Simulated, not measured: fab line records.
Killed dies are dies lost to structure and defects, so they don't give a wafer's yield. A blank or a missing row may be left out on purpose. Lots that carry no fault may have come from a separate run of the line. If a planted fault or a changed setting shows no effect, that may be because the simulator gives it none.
Check of tool commonality :: flow gf180mcu :: 13 lots, 39 wafers sampled

== REASON IT WAS OPENED ==
Of 13 lots, 1 have the reading MVPSD_TW flagged at GF_MVPSD_TW_MEAS_11. Fault-free wafers read 551, with a standard deviation of 4.5.
Rule: a lot gets a flag if all its wafers with a number sit over 4 standard deviations from that mean, or if no wafer of it has a number. The other lots count as sound.

lot: L589
measured: day 5 16:17
on: film-metro-02
MVPSD_TW, wafer by wafer: 554 554 552
flag: 

lot: L596
measured: day 7 05:56
on: film-metro-01
MVPSD_TW, wafer by wafer: 550 551 550
flag: 

lot: L597
measured: day 7 17:14
on: film-metro-02
MVPSD_TW, wafer by wafer: 551 551 550
flag: 

lot: L598
measured: day 8 00:08
on: film-metro-02
MVPSD_TW, wafer by wafer: 30 30 30
flag: FLAGGED

lot: L601
measured: day 8 17:31
on: film-metro-01
MVPSD_TW, wafer by wafer: 549 549 547
flag: 

lot: L602
measured: day 8 21:57
on: film-metro-01
MVPSD_TW, wafer by wafer: 545 547 545
flag: 

lot: L603
measured: day 9 02:55
on: film-metro-02
MVPSD_TW, wafer by wafer: 554 553 556
flag: 

lot: L604
measured: day 9 07:16
on: film-metro-01
MVPSD_TW, wafer by wafer: 548 546 543
flag: 

lot: L606
measured: day 9 18:11
on: film-metro-03
MVPSD_TW, wafer by wafer: 556 557 557
flag: 

lot: L607
measured: day 9 23:19
on: film-metro-02
MVPSD_TW, wafer by wafer: 556 555 556
flag: 

lot: L608
measured: day 10 06:59
on: film-metro-02
MVPSD_TW, wafer by wafer: 553 551 555
flag: 

lot: L609
measured: day 10 11:51
on: film-metro-03
MVPSD_TW, wafer by wafer: 553 554 550
flag: 

lot: L610
measured: day 10 18:07
on: film-metro-02
MVPSD_TW, wafer by wafer: 555 551 554
flag: 
On average the flagged lots read 30, which is -521 against the usual, or -99 or more standard deviations.

== TOOL THAT RAN EACH LOT ==
The record holds 1 process step before the reading, out of a route of 602 steps. Each cell gives the tool, then ch followed by the chambers the sampled wafers passed through, then the start.
lot: L589
flag: 
GF_MVPSD_EXPOSE_04: iline-stepper-02 ch 0, day 5 08:50

lot: L596
flag: 
GF_MVPSD_EXPOSE_04: iline-stepper-02 ch 0, day 6 22:19

lot: L597
flag: 
GF_MVPSD_EXPOSE_04: iline-stepper-02 ch 0, day 7 09:17

lot: L598
flag: FLAGGED
GF_MVPSD_EXPOSE_04: iline-stepper-02 ch 0, day 7 15:30

lot: L601
flag: 
GF_MVPSD_EXPOSE_04: iline-stepper-01 ch 0, day 8 09:05

lot: L602
flag: 
GF_MVPSD_EXPOSE_04: iline-stepper-01 ch 0, day 8 13:48

lot: L603
flag: 
GF_MVPSD_EXPOSE_04: iline-stepper-01 ch 0, day 8 18:34

lot: L604
flag: 
GF_MVPSD_EXPOSE_04: iline-stepper-02 ch 0, day 8 23:08

lot: L606
flag: 
GF_MVPSD_EXPOSE_04: iline-stepper-01 ch 0, day 9 09:32

lot: L607
flag: 
GF_MVPSD_EXPOSE_04: iline-stepper-01 ch 0, day 9 14:40

lot: L608
flag: 
GF_MVPSD_EXPOSE_04: iline-stepper-02 ch 0, day 9 21:44

lot: L609
flag: 
GF_MVPSD_EXPOSE_04: iline-stepper-02 ch 0, day 10 03:01

lot: L610
flag: 
GF_MVPSD_EXPOSE_04: iline-stepper-02 ch 0, day 10 08:58
What is done by these steps:
- GF_MVPSD_EXPOSE_04: exposes mask MVPSD, target cd 1000 nm.
- GF_MVPSD_TW_MEAS_11

== FLAGGED AGAINST TOTAL, ONE TOOL AT A TIME (gauges that did the reading follow at the end) ==
step: GF_MVPSD_EXPOSE_04
tool: iline-stepper-01
lots run: 5
flagged: 0
share of the flagged lots: none
sound lots run after its first flagged lot: -

step: GF_MVPSD_EXPOSE_04
tool: iline-stepper-02
lots run: 8
flagged: 1
share of the flagged lots: all
sound lots run after its first flagged lot: 4 (L604,L608,L609,L610)

step: GF_MVPSD_TW_MEAS_11
tool: film-metro-01
lots run: 4
flagged: 0
share of the flagged lots: none
sound lots run after its first flagged lot: -

step: GF_MVPSD_TW_MEAS_11
tool: film-metro-02
lots run: 7
flagged: 1
share of the flagged lots: all
sound lots run after its first flagged lot: 4 (L603,L607,L608,L610)

step: GF_MVPSD_TW_MEAS_11
tool: film-metro-03
lots run: 2
flagged: 0
share of the flagged lots: none
sound lots run after its first flagged lot: -

== WHAT IS ALLOWED BY THE TABLE ==
iline-stepper-02 at GF_MVPSD_EXPOSE_04 and film-metro-02 at GF_MVPSD_TW_MEAS_11 are the 2 rows of the table that ran each flagged lot.
- iline-stepper-02 at GF_MVPSD_EXPOSE_04: 1 of its 8 lots flagged. Sound lots followed the first flagged one (L604, L608, L609, L610) on it, something a lasting fault affecting the whole tool could not allow.
- film-metro-02 at GF_MVPSD_TW_MEAS_11: 1 of its 7 lots flagged. Sound lots followed the first flagged one (L603, L607, L608, L610) on it, something a lasting fault affecting the whole tool could not allow.
Not one row of the table ran every flagged lot while running no sound lot after the first.

== WHAT WAS PUT IN BY THE SIMULATOR ==
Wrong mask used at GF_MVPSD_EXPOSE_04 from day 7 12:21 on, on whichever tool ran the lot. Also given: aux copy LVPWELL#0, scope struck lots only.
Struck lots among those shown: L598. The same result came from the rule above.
